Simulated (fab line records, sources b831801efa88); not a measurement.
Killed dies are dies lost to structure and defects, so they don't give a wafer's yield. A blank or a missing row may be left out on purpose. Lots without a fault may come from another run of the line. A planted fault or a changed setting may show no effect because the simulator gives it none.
fab line records | flow sky130
record lots=15 wafers=45 last_day=50
route steps=708 shown VT_ADJUST_LVTN@107 VT_ADJUST_PCH@150 SONOS_ONO@180 POLY_GATE@205
lots that met no fault: from a run of the same line without faults
start_h: hours from the record's first day to the start of the lot's first wafer shown | wait_h: hours since the lot's step before | " the same as in the row above | L1.1+2: a row that stands for several wafers | - no value, or no start given | * or withheld: withheld | < > ~ a bound
route shown NAME@n: a module of which the file shows steps, and the number in the route of the first | usual: mean/standard deviation of fault-free wafers | same: alike in all rows | chamber/n: place in a boat | sites: the reading at each site | _std_site: their standard deviation | _edge_site: outer sites' mean less inner sites' | radius_mm: how far each site lies from the wafer's centre | mask NAME#n: copy n | behind: the tool/chamber that last shaped the wafer | hold: why the lot was held/for how many hours/how that ended | device: the transistor (n, p or np) that didn't switch | end of line: the same wafers' tests at the end of the route | a step without rows: its recipe alone | killed: dies lost to structure and defects at the first sort, not the wafer's yield | map: a wafer's dies, x killed, . not, _ none there
set.NAME: the setting as run; set.NAME@STEP: as run at that earlier step | model.NAME: the simulator's own value behind a step, which no gauge read
steps of the route over a sample of lots; a table a step, a row a wafer
## steps
# step SKY_VT_ADJUST_LVTN_TW_MEAS_10
# usual VT_ADJUST_LVTN_TW=243.5/2
# columns lot.wafer tool chamber start_h wait_h VT_ADJUST_LVTN_TW
L737.3 film_metro-02 - 137.64 0.1 240.7
L737.5 " - " " 239.7
L737.6 " - " " 239.9
L738.1 film_metro-02 - 145.10 0.1 240.9
L738.5 " - " " 239.5
L738.6 " - " " 239.5
L739.3 film_metro-02 - 152.52 0.1 241.0
L739.4 " - " " 240.9
L739.6 " - " " 240.4
L740.1 film_metro-04 - 158.07 0.1 244.9
L740.2 " - " " 245.1
L740.4 " - " " 245.7
L741.4 film_metro-02 - 167.20 0.1 239.6
L741.5 " - " " 240.6
L741.6 " - " " 239.9
L742.1 film_metro-03 - 168.15 0.1 245.0
L742.2 " - " " 244.4
L742.6 " - " " 245.4
L743.2 film_metro-04 - 175.93 0.1 245.5
L743.3 " - " " 246.6
L743.6 " - " " 245.0
L744.1 film_metro-04 - 180.50 0.1 245.1
L744.2 " - " " 245.2
L744.6 " - " " 245.8
L745.1 film_metro-03 - 189.60 0.1 245.0
L745.2 " - " " 243.9
L745.4 " - " " 243.6
L746.1 film_metro-04 - 205.25 0.1 244.2
L746.4 " - " " 243.5
L746.6 " - " " 243.5
L753.1 film_metro-04 - 241.40 0.1 243.3
L753.3 " - " " 244.2
L753.5 " - " " 243.0
L754.1 film_metro-03 - 250.15 0.1 243.5
L754.3 " - " " 244.1
L754.6 " - " " 245.3
L755.2 film_metro-03 - 254.86 0.1 244.3
L755.3 " - " " 244.7
L755.6 " - " " 245.3
L759.1 film_metro-03 - 282.20 0.1 244.6
L759.2 " - " " 246.2
L759.4 " - " " 244.0
L760.2 film_metro-04 - 291.66 0.1 244.7
L760.3 " - " " 245.5
L760.4 " - " " 244.1
# step SKY_VT_ADJUST_PCH_OVL_MEAS_07
# usual VT_ADJUST_PCH_OVL=-0.5/1.9
# columns lot.wafer tool chamber start_h wait_h VT_ADJUST_PCH_OVL[nm]
L737.3 overlay-01 - 217.80 - -2.7
L737.5 " - " " -2.2
L737.6 " - " " -1.3
L738.1 overlay-01 - 226.88 - -0.8
L738.5 " - " " -2.1
L738.6 " - " " -2.3
L739.3 overlay-02 - 236.93 - -0.5
L739.4 " - " " 0.5
L739.6 " - " " -1.0
L740.1 overlay-01 - 244.07 - -2.5
L740.2 " - " " -2.3
L740.4 " - " " -2.6
L741.4 overlay-01 - 252.03 - -2.1
L741.5 " - " " -2.8
L741.6 " - " " -2.5
L742.1 overlay-02 - 254.32 - -1.1
L742.2 " - " " -1.6
L742.6 " - " " -2.9
L743.2 overlay-02 - 263.39 - 0.4
L743.3 " - " " 1.2
L743.6 " - " " 2.1
L744.1 overlay-01 - 268.92 - 0.2
L744.2 " - " " -0.6
L744.6 " - " " -1.9
L745.1 overlay-02 - 279.63 - -3.0
L745.2 " - " " -2.3
L745.4 " - " " -2.7
L746.1 overlay-01 - 298.97 - 0.3
L746.4 " - " " 1.8
L746.6 " - " " 2.3
L753.1 overlay-02 - 341.12 - -3.3
L753.3 " - " " 0.6
L753.5 " - " " -2.5
L754.1 overlay-01 - 350.73 - 1.4
L754.3 " - " " 1.4
L754.6 " - " " 2.5
L755.2 overlay-01 - 355.43 - -1.9
L755.3 " - " " -3.8
L755.6 " - " " -1.5
L759.1 overlay-02 - 387.47 - 0.9
L759.2 " - " " -0.2
L759.4 " - " " -0.7
L760.2 overlay-02 - 399.26 - -0.2
L760.3 " - " " 1.6
L760.4 " - " " -1.0
# step SKY_SONOS_ONO_DEVELOP_12
# recipe develop_time_s=60 dev_temp_c=23
# usual chill_plate_temp_C=22.97/0.098 develop_time_s=60/0 developer_temp_C=23.01/0.097
# columns lot.wafer tool chamber start_h wait_h chill_plate_temp_C develop_time_s developer_temp_C
L737.3 litho_track-04 0 268.41 0.1 23.07 60 22.94
L737.5 " 0 " " 23.09 60 23.11
L737.6 " 0 " " 22.82 60 23.14
L738.1 litho_track-04 0 277.66 0.1 23.09 60 23.01
L738.5 " 0 " " 23.07 60 23.07
L738.6 " 0 " " 22.95 60 22.95
L739.3 litho_track-01 0 290.82 0.1 22.97 60 22.94
L739.4 " 0 " " 22.90 60 23.09
L739.6 " 0 " " 22.92 60 23.05
L740.1 litho_track-03 0 296.23 0.1 22.89 60 23.02
L740.2 " 0 " " 23.07 60 22.94
L740.4 " 0 " " 23.03 60 22.90
L741.4 litho_track-04 0 307.28 0.1 23.05 60 22.96
L741.5 " 0 " " 22.99 60 23.00
L741.6 " 0 " " 22.93 60 22.88
L742.1 litho_track-04 0 310.46 0.1 23.14 60 23.01
L742.2 " 0 " " 22.90 60 22.86
L742.6 " 0 " " 23.08 60 22.86
L743.2 litho_track-01 0 321.70 0.1 22.97 60 23.17
L743.3 " 0 " " 22.95 60 23.01
L743.6 " 0 " " 23.04 60 23.19
L744.1 litho_track-03 0 326.98 0.1 23.00 60 23.04
L744.2 " 0 " " 22.88 60 22.99
L744.6 " 0 " " 22.82 60 22.95
L745.1 litho_track-04 0 337.66 0.1 23.07 60 23.00
L745.2 " 0 " " 23.04 60 22.92
L745.4 " 0 " " 22.92 60 23.04
L746.1 litho_track-04 0 360.66 0.1 22.85 60 23.07
L746.4 " 0 " " 22.93 60 22.99
L746.6 " 0 " " 22.84 60 23.08
L753.1 litho_track-03 - 402.98 0.1 - - -
L753.3 " - " " - - -
L753.5 " - " " - - -
L754.1 litho_track-04 - 412.26 0.1 - - -
L754.3 " - " " - - -
L754.6 " - " " - - -
L755.2 litho_track-04 - 419.13 0.1 - - -
L755.3 " - " " - - -
L755.6 " - " " - - -
L759.1 litho_track-03 0 453.28 0.1 22.97 60 23.01
L759.2 " 0 " " 22.98 60 22.89
L759.4 " 0 " " 23.06 60 22.80
L760.2 litho_track-01 0 465.10 0.1 22.87 60 22.99
L760.3 " 0 " " 22.80 60 22.88
L760.4 " 0 " " 22.84 60 23.00
# step SKY_POLY_GATE_THK_MEAS_01
# recipe reads=poly-Si_of_POLY_GATE_CVD_00
# usual POLY_GATE_CVD_00_THK=180.0/1.7
# columns lot.wafer tool chamber start_h wait_h POLY_GATE_CVD_00_THK[nm]
L737.3 film_metro-01 - 299.38 0.0 180.7
L737.5 " - " " 179.9
L737.6 " - " " 180.4
L738.1 film_metro-04 - 307.09 0.0 180.8
L738.5 " - " " 179.9
L738.6 " - " " 182.0
L739.3 film_metro-01 - 321.11 0.0 180.0
L739.4 " - " " 180.1
L739.6 " - " " 179.6
L740.1 film_metro-02 - 332.85 0.0 179.9
L740.2 " - " " 179.1
L740.4 " - " " 180.4
L741.4 film_metro-01 - 343.20 0.0 178.9
L741.5 " - " " 177.5
L741.6 " - " " 179.9
L742.1 film_metro-04 - 346.22 0.0 181.3
L742.2 " - " " 180.7
L742.6 " - " " 182.3
L743.2 film_metro-04 - 355.77 0.0 178.5
L743.3 " - " " 177.1
L743.6 " - " " 176.6
L744.1 film_metro-01 - 366.70 0.0 180.3
L744.2 " - " " 180.3
L744.6 " - " " 180.2
L745.1 film_metro-02 - 371.97 0.0 179.5
L745.2 " - " " 179.2
L745.4 " - " " 178.9
L746.1 film_metro-02 - 396.08 0.0 180.6
L746.4 " - " " 180.8
L746.6 " - " " 180.6
L759.1 film_metro-01 - 490.09 0.0 178.1
L759.2 " - " " 178.1
L759.4 " - " " 178.0
L760.2 film_metro-04 - 501.39 0.0 179.0
L760.3 " - " " 179.9
L760.4 " - " " 179.0
## key
first_sign step=SKY_SONOS_ONO_DEVELOP_12 reading=tool_record direction=missing
effect none on later readings
met_at SKY_SONOS_ONO_DEVELOP_12
struck_lots L753,L754,L755
later_rows_left_out L753.1,L753.3,L753.5,L754.1,L754.3,L754.6,L755.2,L755.3,L755.6
sort_left_out L753.1,L753.3,L753.5,L754.1,L754.3,L754.6,L755.2,L755.3,L755.6
tester_left_out L753,L754,L755
not_acting_at SKY_VT_ADJUST_LVTN_TW_MEAS_10,SKY_VT_ADJUST_PCH_OVL_MEAS_07,SKY_POLY_GATE_THK_MEAS_01
onset_between 360.66 402.98
fault kind=skipped_step_whole tool=litho_track-03,litho_track-04 chamber=- onset_h=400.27 steps=SKY_SONOS_ONO_DEVELOP_12 scope=struck_lots_only
# tester_left_out: of these lots the tester's yield and bins aren't shown, on N5 and GAA mostly nor the transistor test; their killed dies are dies lost to structure and defects alone, not to doping, threshold or leakage, so they don't give the yield
# sort_left_out: the simulated sort isn't trusted on such a fault, so these wafers' sort isn't shown, and their yield isn't known
# later_rows_left_out: the simulator's readings of these wafers behind a module that went badly wrong aren't trusted and aren't shown, but for the sort
